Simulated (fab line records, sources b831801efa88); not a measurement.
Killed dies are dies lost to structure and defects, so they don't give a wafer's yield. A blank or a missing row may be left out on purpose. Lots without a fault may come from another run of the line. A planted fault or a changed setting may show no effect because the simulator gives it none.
Chamber matching | flow sky130 | SKY_CONTACT_CMP_27 on cmp-01: 3 sister chambers
The step polishes, stops on SiO2, t overpolish 15 s, target thk 0 nm. 3 wafers are shown with their chamber, then 7 later ones without.

WAFERS WITH THEIR CHAMBER
wafer  | chamber | time_to_endpoint_s (s)
L565.3 | 0       | 77
L568.2 | 3       | 80
L568.3 | 2       | 85

WAFERS WITHOUT THEIR CHAMBER
wafer  | time_to_endpoint_s (s)
L568.5 | 83
L570.1 | 74
L570.5 | 79
L570.6 | 74
L573.1 | 84
L573.4 | 80
L573.6 | 85

WHICH CHAMBER EACH WENT THROUGH
wafer  | from the rows above     | in truth
L568.5 | can't be placed: 2 or 3 | 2
L570.1 | can't be placed: 0 or 3 | 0
L570.5 | can't be placed: 3 or 0 | 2
L570.6 | can't be placed: 0 or 3 | 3
L573.1 | can't be placed: 2 or 3 | 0
L573.4 | can't be placed: 3 or 0 | 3
L573.6 | 2                       | 2
Placed correctly: 1 of 7. Can't be placed from these rows: 6 (the true chamber is among the candidates in 4). Placed wrongly: 0.
How it was worked out, from the rows above alone: a wafer's distance from a chamber is the root of the sum, over the readings, of the square of ((its reading less the chamber's mean) divided by the reading's scatter). The wafer belongs to the nearest chamber; if the next one is less than 2 further off, it can't be placed. A chamber's mean is the mean of its shown wafers. The scatter: with one shown wafer a chamber, the root of the mean of the squares of how far each hidden wafer lies from its nearest shown one.
